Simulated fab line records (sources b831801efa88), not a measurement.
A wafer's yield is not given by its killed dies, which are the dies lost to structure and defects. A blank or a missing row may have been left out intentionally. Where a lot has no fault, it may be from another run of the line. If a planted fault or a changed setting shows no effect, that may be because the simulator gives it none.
Which tool was responsible? || flow sky130 || 72 wafers from 24 lots sampled at 5 of the route's 708 steps

## WHAT EACH GAUGE READ, for each wafer
SKY_METAL2_THK_MEAS_06: measures by xrf.
{"lot": "L074", "measured": "day 34 02:59", "on": "filmMetro-02", "METAL2_ALCU_THK (nm)": "251 253 254"}
{"lot": "L075", "measured": "day 34 04:26", "on": "filmMetro-04", "METAL2_ALCU_THK (nm)": "244 246 250"}
{"lot": "L076", "measured": "day 34 20:14", "on": "filmMetro-02", "METAL2_ALCU_THK (nm)": "248 248 249"}
{"lot": "L077", "measured": "day 35 01:53", "on": "filmMetro-03", "METAL2_ALCU_THK (nm)": "252 255 248"}
{"lot": "L078", "measured": "day 35 04:13", "on": "filmMetro-03", "METAL2_ALCU_THK (nm)": "248 250 251"}
{"lot": "L080", "measured": "day 35 23:04", "on": "filmMetro-02", "METAL2_ALCU_THK (nm)": "248 251 247"}
{"lot": "L079", "measured": "day 36 02:45", "on": "filmMetro-03", "METAL2_ALCU_THK (nm)": "251 252 250"}
{"lot": "L081", "measured": "day 37 01:11", "on": "filmMetro-03", "METAL2_ALCU_THK (nm)": "248 252 255"}
{"lot": "L082", "measured": "day 37 01:31", "on": "filmMetro-04", "METAL2_ALCU_THK (nm)": "247 248 247"}
{"lot": "L083", "measured": "day 37 02:50", "on": "filmMetro-02", "METAL2_ALCU_THK (nm)": "249 246 251"}
{"lot": "L084", "measured": "day 37 11:36", "on": "filmMetro-03", "METAL2_ALCU_THK (nm)": "245 249 248"}
{"lot": "L085", "measured": "day 37 22:11", "on": "filmMetro-02", "METAL2_ALCU_THK (nm)": "250 245 248"}
{"lot": "L086", "measured": "day 38 06:17", "on": "filmMetro-04", "METAL2_ALCU_THK (nm)": "243 241 243"}
{"lot": "L087", "measured": "day 38 11:19", "on": "filmMetro-02", "METAL2_ALCU_THK (nm)": "250 245 248"}
{"lot": "L088", "measured": "day 38 12:40", "on": "filmMetro-03", "METAL2_ALCU_THK (nm)": "246 239 245"}
{"lot": "L089", "measured": "day 38 20:51", "on": "filmMetro-03", "METAL2_ALCU_THK (nm)": "249 246 250"}
{"lot": "L090", "measured": "day 39 03:00", "on": "filmMetro-04", "METAL2_ALCU_THK (nm)": "246 244 248"}
{"lot": "L091", "measured": "day 39 10:15", "on": "filmMetro-03", "METAL2_ALCU_THK (nm)": "245 250 247"}
{"lot": "L092", "measured": "day 39 20:26", "on": "filmMetro-03", "METAL2_ALCU_THK (nm)": "246 247 242"}
{"lot": "L093", "measured": "day 40 02:31", "on": "filmMetro-03", "METAL2_ALCU_THK (nm)": "244 251 251"}
{"lot": "L094", "measured": "day 40 04:28", "on": "filmMetro-04", "METAL2_ALCU_THK (nm)": "241 244 246"}
{"lot": "L095", "measured": "day 40 08:34", "on": "filmMetro-04", "METAL2_ALCU_THK (nm)": "237 247 243"}
{"lot": "L096", "measured": "day 40 14:55", "on": "filmMetro-03", "METAL2_ALCU_THK (nm)": "243 248 243"}
{"lot": "L097", "measured": "day 41 01:41", "on": "filmMetro-02", "METAL2_ALCU_THK (nm)": "243 241 245"}

SKY_CAP2M_OVL_MEAS_12.
{"lot": "L074", "measured": "day 40 20:39", "on": "overlay-01", "CAP2M_OVL (nm)": "0.6 -0.3 0.1"}
{"lot": "L075", "measured": "day 40 21:32", "on": "overlay-01", "CAP2M_OVL (nm)": "0.8 2.1 -0.4"}
{"lot": "L076", "measured": "day 41 09:56", "on": "overlay-01", "CAP2M_OVL (nm)": "-0.5 -0.4 -0.7"}
{"lot": "L077", "measured": "day 41 18:17", "on": "overlay-02", "CAP2M_OVL (nm)": "-1.2 -1.7 -0.3"}
{"lot": "L078", "measured": "day 41 19:22", "on": "overlay-02", "CAP2M_OVL (nm)": "1.3 -0.3 1.9"}
{"lot": "L080", "measured": "day 42 12:05", "on": "overlay-02", "CAP2M_OVL (nm)": "0.0 1.4 0.1"}
{"lot": "L079", "measured": "day 42 15:25", "on": "overlay-01", "CAP2M_OVL (nm)": "1.3 1.6 0.7"}
{"lot": "L081", "measured": "day 43 09:22", "on": "overlay-01", "CAP2M_OVL (nm)": "-3.7 -1.6 -2.1"}
{"lot": "L082", "measured": "day 43 11:04", "on": "overlay-02", "CAP2M_OVL (nm)": "1.8 1.0 0.2"}
{"lot": "L083", "measured": "day 43 12:32", "on": "overlay-01", "CAP2M_OVL (nm)": "-1.7 0.4 -0.3"}
{"lot": "L084", "measured": "day 43 19:00", "on": "overlay-02", "CAP2M_OVL (nm)": "1.6 1.0 2.4"}
{"lot": "L085", "measured": "day 44 04:20", "on": "overlay-01", "CAP2M_OVL (nm)": "-3.1 -0.1 -0.9"}
{"lot": "L086", "measured": "day 44 12:11", "on": "overlay-02", "CAP2M_OVL (nm)": "-0.3 0.6 1.0"}
{"lot": "L087", "measured": "day 44 17:28", "on": "overlay-02", "CAP2M_OVL (nm)": "0.4 0.8 -2.4"}
{"lot": "L088", "measured": "day 44 17:29", "on": "overlay-01", "CAP2M_OVL (nm)": "0.3 0.1 0.9"}
{"lot": "L089", "measured": "day 44 22:58", "on": "overlay-02", "CAP2M_OVL (nm)": "1.5 3.1 2.1"}
{"lot": "L090", "measured": "day 45 07:26", "on": "overlay-02", "CAP2M_OVL (nm)": "1.9 0.7 1.6"}
{"lot": "L091", "measured": "day 45 12:44", "on": "overlay-01", "CAP2M_OVL (nm)": "0.0 0.4 1.7"}
{"lot": "L092", "measured": "day 45 21:07", "on": "overlay-02", "CAP2M_OVL (nm)": "-2.3 -0.9 0.1"}
{"lot": "L093", "measured": "day 46 02:34", "on": "overlay-01", "CAP2M_OVL (nm)": "0.6 0.0 1.0"}
{"lot": "L094", "measured": "day 46 03:09", "on": "overlay-01", "CAP2M_OVL (nm)": "-1.1 -0.1 1.9"}
{"lot": "L095", "measured": "day 46 07:46", "on": "overlay-02", "CAP2M_OVL (nm)": "1.9 0.7 2.5"}
{"lot": "L096", "measured": "day 46 12:56", "on": "overlay-02", "CAP2M_OVL (nm)": "-0.3 0.2 -0.4"}
{"lot": "L097", "measured": "day 46 22:49", "on": "overlay-02", "CAP2M_OVL (nm)": "-1.5 0.2 -0.7"}

## WHICH TOOL RAN EACH LOT (tool, then ch and the chambers of the sampled wafers, then the start)
{"lot": "L074", "SKY_VIA1_STRIP_16": "plasmaAsher-03 ch 0,1, day 34 01:25", "SKY_METAL2_SPUTTER_01": "pvdSputter-03, day 34 02:46", "SKY_VIA2_STRIP_16": "plasmaAsher-03 ch 0,1, day 36 10:18"}
{"lot": "L075", "SKY_VIA1_STRIP_16": "plasmaAsher-03 ch 0,1, day 34 02:36", "SKY_METAL2_SPUTTER_01": "pvdSputter-02, day 34 04:11", "SKY_VIA2_STRIP_16": "plasmaAsher-04 ch 0,1, day 36 11:08"}
{"lot": "L076", "SKY_VIA1_STRIP_16": "plasmaAsher-03 ch 0,1, day 34 18:40", "SKY_METAL2_SPUTTER_01": "pvdSputter-03, day 34 20:01", "SKY_VIA2_STRIP_16": "plasmaAsher-04 ch 0,1, day 37 02:08"}
{"lot": "L077", "SKY_VIA1_STRIP_16": "plasmaAsher-02 ch 0,1, day 35 00:18", "SKY_METAL2_SPUTTER_01": "pvdSputter-04, day 35 01:40", "SKY_VIA2_STRIP_16": "plasmaAsher-04 ch 0,1, day 37 09:04"}
{"lot": "L078", "SKY_VIA1_STRIP_16": "plasmaAsher-02 ch 0,1, day 35 02:43", "SKY_METAL2_SPUTTER_01": "pvdSputter-04, day 35 03:58", "SKY_VIA2_STRIP_16": "plasmaAsher-04 ch 0, day 37 10:00"}
{"lot": "L080", "SKY_VIA1_STRIP_16": "plasmaAsher-01 ch 0,1, day 35 21:32", "SKY_METAL2_SPUTTER_01": "pvdSputter-04, day 35 22:48", "SKY_VIA2_STRIP_16": "plasmaAsher-04 ch 0,1, day 38 05:12"}
{"lot": "L079", "SKY_VIA1_STRIP_16": "plasmaAsher-03 ch 0, day 36 00:40", "SKY_METAL2_SPUTTER_01": "pvdSputter-03, day 36 02:30", "SKY_VIA2_STRIP_16": "plasmaAsher-02 ch 0,1, day 38 08:04"}
{"lot": "L081", "SKY_VIA1_STRIP_16": "plasmaAsher-01 ch 0,1, day 36 23:17", "SKY_METAL2_SPUTTER_01": "pvdSputter-03, day 37 00:56", "SKY_VIA2_STRIP_16": "plasmaAsher-02 ch 0,1, day 39 06:30"}
{"lot": "L082", "SKY_VIA1_STRIP_16": "plasmaAsher-01 ch 0,1, day 37 00:02", "SKY_METAL2_SPUTTER_01": "pvdSputter-04, day 37 01:16", "SKY_VIA2_STRIP_16": "plasmaAsher-04 ch 0,1, day 39 06:51"}
{"lot": "L083", "SKY_VIA1_STRIP_16": "plasmaAsher-01 ch 0,1, day 37 01:22", "SKY_METAL2_SPUTTER_01": "pvdSputter-03, day 37 02:37", "SKY_VIA2_STRIP_16": "plasmaAsher-04 ch 0,1, day 39 07:20"}
{"lot": "L084", "SKY_VIA1_STRIP_16": "plasmaAsher-02 ch 0,1, day 37 10:07", "SKY_METAL2_SPUTTER_01": "pvdSputter-02, day 37 11:22", "SKY_VIA2_STRIP_16": "plasmaAsher-02 ch 0,1, day 39 16:32"}
{"lot": "L085", "SKY_VIA1_STRIP_16": "plasmaAsher-03 ch 0,1, day 37 20:40", "SKY_METAL2_SPUTTER_01": "pvdSputter-03, day 37 21:56", "SKY_VIA2_STRIP_16": "plasmaAsher-02 ch 0,1, day 40 02:04"}
{"lot": "L086", "SKY_VIA1_STRIP_16": "plasmaAsher-01 ch 0, day 38 04:48", "SKY_METAL2_SPUTTER_01": "pvdSputter-02, day 38 06:03", "SKY_VIA2_STRIP_16": "plasmaAsher-04 ch 0, day 40 10:10"}
{"lot": "L087", "SKY_VIA1_STRIP_16": "plasmaAsher-01 ch 0,1, day 38 09:29", "SKY_METAL2_SPUTTER_01": "pvdSputter-03, day 38 11:03", "SKY_VIA2_STRIP_16": "plasmaAsher-02 ch 0,1, day 40 14:16"}
{"lot": "L088", "SKY_VIA1_STRIP_16": "plasmaAsher-02 ch 0,1, day 38 10:49", "SKY_METAL2_SPUTTER_01": "pvdSputter-02, day 38 12:25", "SKY_VIA2_STRIP_16": "plasmaAsher-03 ch 0,1, day 40 15:10"}
{"lot": "L089", "SKY_VIA1_STRIP_16": "plasmaAsher-02 ch 0,1, day 38 19:21", "SKY_METAL2_SPUTTER_01": "pvdSputter-03, day 38 20:36", "SKY_VIA2_STRIP_16": "plasmaAsher-02 ch 0,1, day 40 22:44"}
{"lot": "L090", "SKY_VIA1_STRIP_16": "plasmaAsher-02 ch 0,1, day 39 01:10", "SKY_METAL2_SPUTTER_01": "pvdSputter-03, day 39 02:46", "SKY_VIA2_STRIP_16": "plasmaAsher-03 ch 0,1, day 41 06:19"}
{"lot": "L091", "SKY_VIA1_STRIP_16": "plasmaAsher-01 ch 0,1, day 39 08:40", "SKY_METAL2_SPUTTER_01": "pvdSputter-03, day 39 10:01", "SKY_VIA2_STRIP_16": "plasmaAsher-03 ch 0,1, day 41 12:11"}
{"lot": "L092", "SKY_VIA1_STRIP_16": "plasmaAsher-02 ch 0,1, day 39 18:25", "SKY_METAL2_SPUTTER_01": "pvdSputter-02, day 39 20:11", "SKY_VIA2_STRIP_16": "plasmaAsher-03 ch 1, day 41 21:59"}
{"lot": "L093", "SKY_VIA1_STRIP_16": "plasmaAsher-02 ch 1, day 40 00:58", "SKY_METAL2_SPUTTER_01": "pvdSputter-03, day 40 02:17", "SKY_VIA2_STRIP_16": "plasmaAsher-02 ch 0,1, day 42 03:52"}
{"lot": "L094", "SKY_VIA1_STRIP_16": "plasmaAsher-01 ch 0,1, day 40 02:40", "SKY_METAL2_SPUTTER_01": "pvdSputter-04, day 40 04:13", "SKY_VIA2_STRIP_16": "plasmaAsher-03 ch 0, day 42 06:07"}
{"lot": "L095", "SKY_VIA1_STRIP_16": "plasmaAsher-02 ch 0,1, day 40 07:02", "SKY_METAL2_SPUTTER_01": "pvdSputter-02, day 40 08:17", "SKY_VIA2_STRIP_16": "plasmaAsher-03 ch 0,1, day 42 09:22"}
{"lot": "L096", "SKY_VIA1_STRIP_16": "plasmaAsher-02 ch 0,1, day 40 13:26", "SKY_METAL2_SPUTTER_01": "pvdSputter-03, day 40 14:39", "SKY_VIA2_STRIP_16": "plasmaAsher-03 ch 0,1, day 42 16:24"}
{"lot": "L097", "SKY_VIA1_STRIP_16": "plasmaAsher-03 ch 0,1, day 41 00:12", "SKY_METAL2_SPUTTER_01": "pvdSputter-03, day 41 01:27", "SKY_VIA2_STRIP_16": "plasmaAsher-03 ch 0,1, day 43 02:59"}
- SKY_VIA1_STRIP_16: strips in O2/N2.
- SKY_METAL2_SPUTTER_01: material TiN, target thk 20 nm, time 16.7 s.
- SKY_VIA2_STRIP_16: strips in O2/N2.

## WHAT THE TOOLS THEMSELVES READ (means of the sampled wafers that have a number; where no wafer has one, the mark that the record gives instead)
SKY_VIA1_STRIP_16.
{"lot": "L074", "tool": "plasmaAsher-03", "drypumpMotorCurrentA (A)": 5.7, "o2FlowSccm (sccm)": 2996, "oesProductAu (a.u.)": 0.416, "stripTimeToEndpointS (s)": 4.455}
{"lot": "L075", "tool": "plasmaAsher-03", "drypumpMotorCurrentA (A)": 5.6, "o2FlowSccm (sccm)": 2998, "oesProductAu (a.u.)": 0.417, "stripTimeToEndpointS (s)": 4.420}
{"lot": "L076", "tool": "plasmaAsher-03", "drypumpMotorCurrentA (A)": 5.5, "o2FlowSccm (sccm)": 2989, "oesProductAu (a.u.)": 0.416, "stripTimeToEndpointS (s)": 4.446}
{"lot": "L077", "tool": "plasmaAsher-02", "drypumpMotorCurrentA (A)": 5.7, "o2FlowSccm (sccm)": 3004, "oesProductAu (a.u.)": 0.419, "stripTimeToEndpointS (s)": 4.455}
{"lot": "L078", "tool": "plasmaAsher-02", "drypumpMotorCurrentA (A)": 5.2, "o2FlowSccm (sccm)": 3004, "oesProductAu (a.u.)": 0.416, "stripTimeToEndpointS (s)": 4.449}
{"lot": "L080", "tool": "plasmaAsher-01", "drypumpMotorCurrentA (A)": 5.6, "o2FlowSccm (sccm)": 2989, "oesProductAu (a.u.)": 0.415, "stripTimeToEndpointS (s)": 4.452}
{"lot": "L079", "tool": "plasmaAsher-03", "drypumpMotorCurrentA (A)": 5.5, "o2FlowSccm (sccm)": 3010, "oesProductAu (a.u.)": 0.418, "stripTimeToEndpointS (s)": 4.427}
{"lot": "L081", "tool": "plasmaAsher-01", "drypumpMotorCurrentA (A)": 6.1, "o2FlowSccm (sccm)": 3009, "oesProductAu (a.u.)": 0.415, "stripTimeToEndpointS (s)": 4.419}
{"lot": "L082", "tool": "plasmaAsher-01", "drypumpMotorCurrentA (A)": 5.5, "o2FlowSccm (sccm)": 3007, "oesProductAu (a.u.)": 0.415, "stripTimeToEndpointS (s)": 4.402}
{"lot": "L083", "tool": "plasmaAsher-01", "drypumpMotorCurrentA (A)": 6.0, "o2FlowSccm (sccm)": 3009, "oesProductAu (a.u.)": 0.418, "stripTimeToEndpointS (s)": 4.481}
{"lot": "L084", "tool": "plasmaAsher-02", "drypumpMotorCurrentA (A)": 5.7, "o2FlowSccm (sccm)": 3007, "oesProductAu (a.u.)": 0.415, "stripTimeToEndpointS (s)": 4.397}
{"lot": "L085", "tool": "plasmaAsher-03", "drypumpMotorCurrentA (A)": 5.6, "o2FlowSccm (sccm)": 3006, "oesProductAu (a.u.)": 0.411, "stripTimeToEndpointS (s)": 4.417}
{"lot": "L086", "tool": "plasmaAsher-01", "drypumpMotorCurrentA (A)": 6.5, "o2FlowSccm (sccm)": 2986, "oesProductAu (a.u.)": 0.414, "stripTimeToEndpointS (s)": 4.433}
{"lot": "L087", "tool": "plasmaAsher-01", "drypumpMotorCurrentA (A)": 5.5, "o2FlowSccm (sccm)": 3004, "oesProductAu (a.u.)": 0.418, "stripTimeToEndpointS (s)": 4.458}
{"lot": "L088", "tool": "plasmaAsher-02", "drypumpMotorCurrentA (A)": 5.2, "o2FlowSccm (sccm)": 3003, "oesProductAu (a.u.)": 0.419, "stripTimeToEndpointS (s)": 4.455}
{"lot": "L089", "tool": "plasmaAsher-02", "drypumpMotorCurrentA (A)": 5.7, "o2FlowSccm (sccm)": 3001, "oesProductAu (a.u.)": 0.416, "stripTimeToEndpointS (s)": 4.429}
{"lot": "L090", "tool": "plasmaAsher-02", "drypumpMotorCurrentA (A)": 5.2, "o2FlowSccm (sccm)": 2998, "oesProductAu (a.u.)": 0.414, "stripTimeToEndpointS (s)": 4.425}
{"lot": "L091", "tool": "plasmaAsher-01", "drypumpMotorCurrentA (A)": 6.0, "o2FlowSccm (sccm)": 3003, "oesProductAu (a.u.)": 0.417, "stripTimeToEndpointS (s)": 4.416}
{"lot": "L092", "tool": "plasmaAsher-02", "drypumpMotorCurrentA (A)": 5.6, "o2FlowSccm (sccm)": 3000, "oesProductAu (a.u.)": 0.411, "stripTimeToEndpointS (s)": 4.444}
{"lot": "L093", "tool": "plasmaAsher-02", "drypumpMotorCurrentA (A)": 4.8, "o2FlowSccm (sccm)": 2997, "oesProductAu (a.u.)": 0.418, "stripTimeToEndpointS (s)": 4.454}
{"lot": "L094", "tool": "plasmaAsher-01", "drypumpMotorCurrentA (A)": 5.5, "o2FlowSccm (sccm)": 2997, "oesProductAu (a.u.)": 0.416, "stripTimeToEndpointS (s)": 4.414}
{"lot": "L095", "tool": "plasmaAsher-02", "drypumpMotorCurrentA (A)": 5.6, "o2FlowSccm (sccm)": 2997, "oesProductAu (a.u.)": 0.416, "stripTimeToEndpointS (s)": 4.435}
{"lot": "L096", "tool": "plasmaAsher-02", "drypumpMotorCurrentA (A)": 5.2, "o2FlowSccm (sccm)": 3007, "oesProductAu (a.u.)": 0.419, "stripTimeToEndpointS (s)": 4.460}
{"lot": "L097", "tool": "plasmaAsher-03", "drypumpMotorCurrentA (A)": 5.6, "o2FlowSccm (sccm)": 3006, "oesProductAu (a.u.)": 0.416, "stripTimeToEndpointS (s)": 4.452}

SKY_METAL2_SPUTTER_01.
{"lot": "L074", "tool": "pvdSputter-03", "throttleValvePct (%)": 30.9}
{"lot": "L075", "tool": "pvdSputter-02", "throttleValvePct (%)": 29.9}
{"lot": "L076", "tool": "pvdSputter-03", "throttleValvePct (%)": 30.8}
{"lot": "L077", "tool": "pvdSputter-04", "throttleValvePct (%)": 30.1}
{"lot": "L078", "tool": "pvdSputter-04", "throttleValvePct (%)": 29.9}
{"lot": "L080", "tool": "pvdSputter-04", "throttleValvePct (%)": 29.9}
{"lot": "L079", "tool": "pvdSputter-03", "throttleValvePct (%)": 31.3}
{"lot": "L081", "tool": "pvdSputter-03", "throttleValvePct (%)": 30.9}
{"lot": "L082", "tool": "pvdSputter-04", "throttleValvePct (%)": 30.0}
{"lot": "L083", "tool": "pvdSputter-03", "throttleValvePct (%)": 31.2}
{"lot": "L084", "tool": "pvdSputter-02", "throttleValvePct (%)": 29.8}
{"lot": "L085", "tool": "pvdSputter-03", "throttleValvePct (%)": 31.1}
{"lot": "L086", "tool": "pvdSputter-02", "throttleValvePct (%)": 29.5}
{"lot": "L087", "tool": "pvdSputter-03", "throttleValvePct (%)": 30.9}
{"lot": "L088", "tool": "pvdSputter-02", "throttleValvePct (%)": 29.7}
{"lot": "L089", "tool": "pvdSputter-03", "throttleValvePct (%)": 31.0}
{"lot": "L090", "tool": "pvdSputter-03", "throttleValvePct (%)": 31.1}
{"lot": "L091", "tool": "pvdSputter-03", "throttleValvePct (%)": 30.8}
{"lot": "L092", "tool": "pvdSputter-02", "throttleValvePct (%)": 29.8}
{"lot": "L093", "tool": "pvdSputter-03", "throttleValvePct (%)": 30.8}
{"lot": "L094", "tool": "pvdSputter-04", "throttleValvePct (%)": 30.2}
{"lot": "L095", "tool": "pvdSputter-02", "throttleValvePct (%)": 30.2}
{"lot": "L096", "tool": "pvdSputter-03", "throttleValvePct (%)": 30.7}
{"lot": "L097", "tool": "pvdSputter-03", "throttleValvePct (%)": 30.9}

SKY_VIA2_STRIP_16.
{"lot": "L074", "tool": "plasmaAsher-03", "drypumpMotorCurrentA (A)": 5.7, "o2FlowSccm (sccm)": 3003, "oesProductAu (a.u.)": 0.401, "stripTimeToEndpointS (s)": 4.08}
{"lot": "L075", "tool": "plasmaAsher-04", "drypumpMotorCurrentA (A)": 6.3, "o2FlowSccm (sccm)": 3002, "oesProductAu (a.u.)": 0.395, "stripTimeToEndpointS (s)": 4.06}
{"lot": "L076", "tool": "plasmaAsher-04", "drypumpMotorCurrentA (A)": 6.3, "o2FlowSccm (sccm)": 2991, "oesProductAu (a.u.)": 0.397, "stripTimeToEndpointS (s)": 4.06}
{"lot": "L077", "tool": "plasmaAsher-04", "drypumpMotorCurrentA (A)": 6.3, "o2FlowSccm (sccm)": 3002, "oesProductAu (a.u.)": 0.396, "stripTimeToEndpointS (s)": 4.08}
{"lot": "L078", "tool": "plasmaAsher-04", "drypumpMotorCurrentA (A)": 6.4, "o2FlowSccm (sccm)": 3001, "oesProductAu (a.u.)": 0.399, "stripTimeToEndpointS (s)": 4.13}
{"lot": "L080", "tool": "plasmaAsher-04", "drypumpMotorCurrentA (A)": 6.3, "o2FlowSccm (sccm)": 3008, "oesProductAu (a.u.)": 0.402, "stripTimeToEndpointS (s)": 4.07}
{"lot": "L079", "tool": "plasmaAsher-02", "drypumpMotorCurrentA (A)": 5.2, "o2FlowSccm (sccm)": 3002, "oesProductAu (a.u.)": 0.403, "stripTimeToEndpointS (s)": 4.06}
{"lot": "L081", "tool": "plasmaAsher-02", "drypumpMotorCurrentA (A)": 5.7, "o2FlowSccm (sccm)": 3003, "oesProductAu (a.u.)": 0.401, "stripTimeToEndpointS (s)": 4.09}
{"lot": "L082", "tool": "plasmaAsher-04", "drypumpMotorCurrentA (A)": 6.3, "o2FlowSccm (sccm)": 3000, "oesProductAu (a.u.)": 0.403, "stripTimeToEndpointS (s)": 4.12}
{"lot": "L083", "tool": "plasmaAsher-04", "drypumpMotorCurrentA (A)": 6.3, "o2FlowSccm (sccm)": 2999, "oesProductAu (a.u.)": 0.394, "stripTimeToEndpointS (s)": 4.07}
{"lot": "L084", "tool": "plasmaAsher-02", "drypumpMotorCurrentA (A)": 5.7, "o2FlowSccm (sccm)": 2993, "oesProductAu (a.u.)": 0.402, "stripTimeToEndpointS (s)": 4.10}
{"lot": "L085", "tool": "plasmaAsher-02", "drypumpMotorCurrentA (A)": 5.6, "o2FlowSccm (sccm)": 3015, "oesProductAu (a.u.)": 0.401, "stripTimeToEndpointS (s)": 4.10}
{"lot": "L086", "tool": "plasmaAsher-04", "drypumpMotorCurrentA (A)": 6.4, "o2FlowSccm (sccm)": 2997, "oesProductAu (a.u.)": 0.393, "stripTimeToEndpointS (s)": 4.05}
{"lot": "L087", "tool": "plasmaAsher-02", "drypumpMotorCurrentA (A)": 5.2, "o2FlowSccm (sccm)": 3000, "oesProductAu (a.u.)": 0.397, "stripTimeToEndpointS (s)": 4.07}
{"lot": "L088", "tool": "plasmaAsher-03", "drypumpMotorCurrentA (A)": 5.7, "o2FlowSccm (sccm)": 3002, "oesProductAu (a.u.)": 0.400, "stripTimeToEndpointS (s)": 4.06}
{"lot": "L089", "tool": "plasmaAsher-02", "drypumpMotorCurrentA (A)": 5.6, "o2FlowSccm (sccm)": 2997, "oesProductAu (a.u.)": 0.398, "stripTimeToEndpointS (s)": 4.07}
{"lot": "L090", "tool": "plasmaAsher-03", "drypumpMotorCurrentA (A)": 5.7, "o2FlowSccm (sccm)": 2996, "oesProductAu (a.u.)": 0.401, "stripTimeToEndpointS (s)": 4.09}
{"lot": "L091", "tool": "plasmaAsher-03", "drypumpMotorCurrentA (A)": 5.5, "o2FlowSccm (sccm)": 2992, "oesProductAu (a.u.)": 0.399, "stripTimeToEndpointS (s)": 4.07}
{"lot": "L092", "tool": "plasmaAsher-03", "drypumpMotorCurrentA (A)": 5.8, "o2FlowSccm (sccm)": 3003, "oesProductAu (a.u.)": 0.403, "stripTimeToEndpointS (s)": 4.08}
{"lot": "L093", "tool": "plasmaAsher-02", "drypumpMotorCurrentA (A)": 5.7, "o2FlowSccm (sccm)": 2994, "oesProductAu (a.u.)": 0.403, "stripTimeToEndpointS (s)": 4.09}
{"lot": "L094", "tool": "plasmaAsher-03", "drypumpMotorCurrentA (A)": 5.5, "o2FlowSccm (sccm)": 3008, "oesProductAu (a.u.)": 0.402, "stripTimeToEndpointS (s)": 4.08}
{"lot": "L095", "tool": "plasmaAsher-03", "drypumpMotorCurrentA (A)": 5.6, "o2FlowSccm (sccm)": 2994, "oesProductAu (a.u.)": 0.403, "stripTimeToEndpointS (s)": 4.08}
{"lot": "L096", "tool": "plasmaAsher-03", "drypumpMotorCurrentA (A)": 5.7, "o2FlowSccm (sccm)": 2997, "oesProductAu (a.u.)": 0.410, "stripTimeToEndpointS (s)": 4.12}
{"lot": "L097", "tool": "plasmaAsher-03", "drypumpMotorCurrentA (A)": 5.7, "o2FlowSccm (sccm)": 3001, "oesProductAu (a.u.)": 0.399, "stripTimeToEndpointS (s)": 4.08}

## THE ANSWER, worked out from the rows above alone
Rule: usual is defined by the lots themselves. Put in order of their means at a reading, lots are off if they are a third of the lots or fewer, leave a main group of 4 or more, and stand apart from it by a gap of 3 or more times the standard deviation of the main group's means; of several such gaps the widest counts. The tables above print the reading to a certain number of digits; a main group whose means all agree to those digits is not used. Also off: a lot with no number at a reading for which 4 or more lots have one. All remaining lots with rows at the step are treated as sound. First the gauges in route order, then the tools' own readings, where a lot's mean is used as printed above. The first step at which some lot is off is used, and at that step the reading that is off furthest; a lot without a number counts as furthest.
No lot is off on any of the readings shown, so nothing can be concluded from this.

## WHAT THE SIMULATOR PUT IN
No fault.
